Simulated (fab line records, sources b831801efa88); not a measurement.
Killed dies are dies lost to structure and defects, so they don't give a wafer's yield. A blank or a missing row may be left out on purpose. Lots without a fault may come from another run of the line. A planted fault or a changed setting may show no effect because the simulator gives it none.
A struck lot beside a sound one | flow gf180mcu | 37 steps out of a route of 602
Sound: wafers L292.1, L292.3, L292.5. Struck: wafer L301.2. (L301.1, L301.4 of the same lot were not struck and are left out.) The cause comes at the end.
At each step with rows: each side's tool, then ch and its chambers, then its first start. Under that, the readings that differ: sound wafers | struck wafers | difference of the means | sigmas: that difference in standard deviations of wafers without a fault.
alike: readings whose means differ by less than 2 such deviations, and words and numbers that are the same on both sides. not compared: withheld readings, readings that some wafer has no value for, bounds like >300 that may hide the same value, and numbers for which the record gives no deviation and whose values overlap.
The two part at a step that has a row with sigmas, a row that says differs or no value, or rows on one side only. Numbers that don't overlap but have no deviation are shown without sigmas and don't part them. A reading that every wafer of one side lacks parts them only if that side has two wafers or more.

first, 2 steps without rows for these wafers: GF_M3_PEB_12 (peb time 90 s); GF_M3_DEVELOP_13 (develop time 60 s).
GF_M3_CD_MEAS_14: target cd 280 nm.
  sound on cd_sem-01, day 22 10:50; struck on cd_sem-02, day 25 19:41
  reading    | sound             | struck | difference | sigmas
  cd_nm (nm) | 279.0 277.6 279.5 | 281.7  | +3.0       | +3
GF_M3_OVL_MEAS_15:
  sound on overlay-01, day 22 10:58; struck on overlay-02, day 25 19:49
  alike: M3_OVL
GF_M3_METAL_ETCH_16: etches the open film in Cl2/BCl3, stops on SiO2, target depth 750.8 nm, time 125.1 s.
  sound on rie_metal-04 ch 0,1, day 22 11:00; struck on rie_metal-04 ch 1, day 25 19:50
  alike: drypump_motor_current_A, oes_product_au, throttle_valve_pct
  not compared: rf_hours_counter_h
then, 4 steps without rows for these wafers: GF_M3_STRIP_17 (strips in O2/N2); GF_M3_STRIP_18 (strips in post etch residue remover, time 1200 s); GF_M3_CLEAN_19 (cleans in DIW); GF_V3_CVD_00 (deposits SiO2, target thk 600 nm, time 100 s).
GF_V3_THK_MEAS_01:
  sound on film_metro-03, day 22 11:44; struck on film_metro-01, day 25 20:37
  alike: V3_CVD_00_THK
then, 1 step without rows for these wafers: GF_V3_CVD_02 (deposits SiO2 from TEOS, target thk 850 nm, time 94.851 s).
GF_V3_THK_MEAS_03:
  sound on film_metro-01, day 22 11:53; struck on film_metro-04, day 25 20:45
  alike: V3_CVD_02_THK
GF_V3_CMP_04: polishes SiO2.
  sound on cmp-01 ch 1,2,3, day 22 12:03; struck on cmp-01 ch 0, day 25 20:49
  reading                             | sound             | struck | difference | sigmas
  time_to_endpoint_s (s)              | 77 75 84          | 57     | -22        | -5
  model.SiO2_of_V3_CVD_02.thk_nm (nm) | 631.1 630.5 629.4 | 697.7  | +67.4      |
  alike: motor_current_A
GF_V3_BOW_MEAS_05:
  sound on film_metro-04, day 22 12:15; struck on film_metro-01, day 25 21:07
  alike: V3_BOW
then, 8 steps without rows for these wafers: GF_V3_DEHYDRATE_06 (time 60 s); GF_V3_HMDS_07 (prime time 60 s); GF_V3_COAT_08; GF_V3_COAT_09 (resist thk 1000 nm); GF_V3_SOFTBAKE_10 (time 60 s); GF_V3_EXPOSE_11 (exposes mask Via3, target cd 260 nm); GF_V3_PEB_12 (peb time 90 s); GF_V3_DEVELOP_13 (develop time 60 s).
GF_V3_CD_MEAS_14: target cd 260 nm.
  sound on cd_sem-01, day 23 11:44; struck on cd_sem-01, day 26 17:50
  alike: cd_nm
GF_V3_OVL_MEAS_15:
  sound on overlay-01, day 23 11:52; struck on overlay-02, day 26 17:58
  alike: V3_OVL
GF_V3_ETCH_16: etches BARC in N2/H2.
  sound on rie_diel-03 ch 1,3, day 23 11:54; struck on rie_diel-03 ch 3, day 26 17:59
  alike: drypump_motor_current_A, oes_product_au, throttle_valve_pct
GF_V3_ETCH_17: etches SiO2 in C4F8/O2/Ar, stops on TiN, target depth 635 nm.
  sound on rie_diel-03 ch 1,3; struck on rie_diel-03 ch 3
  reading                        | sound             | struck | difference | sigmas
  oes_product_au (a.u.)          | 0.854 0.853 0.855 | 0.904  | +0.050     | +13
  model.V3.feature_depth_nm (nm) | 631.1 630.5 629.4 | 697.7  | +67.4      |
  model.etch.depth_nm (nm)       | 631.1 630.5 629.4 | 697.7  | +67.4      |
GF_V3_STRIP_18: strips in O2/N2.
  sound on plasma_asher-04 ch 0,1, day 23 12:01; struck on plasma_asher-02 ch 1, day 26 18:07
  alike: drypump_motor_current_A, heater_power_w, oes_product_au
  not compared: rf_hours_counter_h
then, 4 steps without rows for these wafers: GF_V3_STRIP_19 (strips in post etch residue remover, time 1200 s); GF_V3_CLEAN_20 (cleans in DIW); GF_V3_SPUTTER_21 (material Ti, target thk 15 nm, time 80.02 s); GF_V3_SPUTTER_22 (material TiN, target thk 10 nm, time 40 s).
GF_V3_CVD_23: deposits W, target thk 350 nm, time 104.9 s.
  sound on cvd_w-01 ch 1, day 23 12:42; struck on cvd_w-01 ch 1, day 26 18:46
  alike: chamber_pressure_Torr, heater_power_w
GF_V3_RS_MEAS_24: measures by four-point-probe.
  sound on film_metro-03, day 23 12:55; struck on film_metro-01, day 26 18:52
  alike: V3_W_RS
GF_V3_THK_MEAS_25: measures by xrf.
  sound on film_metro-03, day 23 13:02; struck on film_metro-01, day 26 18:59
  reading       | sound       | struck | difference | sigmas
  V3_W_THK (nm) | 359 357 358 | 344    | -14        | -2
GF_V3_CMP_26: polishes, stops on SiO2, t overpolish 15 s, target thk 0 nm.
  sound on cmp-01 ch 0,1,3, day 23 13:09; struck on cmp-02 ch 1, day 26 19:03
  reading                             | sound             | struck | difference | sigmas
  model.SiO2_of_V3_CVD_02.thk_nm (nm) | 627.3 626.7 625.6 | 693.9  | +67.4      |
  alike: motor_current_A
GF_M4_SPUTTER_00: material Ti, target thk 37.5 nm, time 150 s.
  sound on pvd_sputter-04, day 23 13:24; struck on pvd_sputter-04, day 26 19:21
  alike: throttle_valve_pct
-- the record jumps here: 6 days lie between the struck wafers' starts before and after (it left off in module M4 and takes up again in module PASSIVATION, whose first step shown is number 602 of the route) --
GF_PASSIVATION_PROBE_99:
  the record has rows for the struck wafers here (prober-01, day 32 18:44) and none for the sound ones

WHERE THEY PART
First at GF_M3_CD_MEAS_14; last, within this record, at GF_PASSIVATION_PROBE_99.

WHY: what the simulator had put in
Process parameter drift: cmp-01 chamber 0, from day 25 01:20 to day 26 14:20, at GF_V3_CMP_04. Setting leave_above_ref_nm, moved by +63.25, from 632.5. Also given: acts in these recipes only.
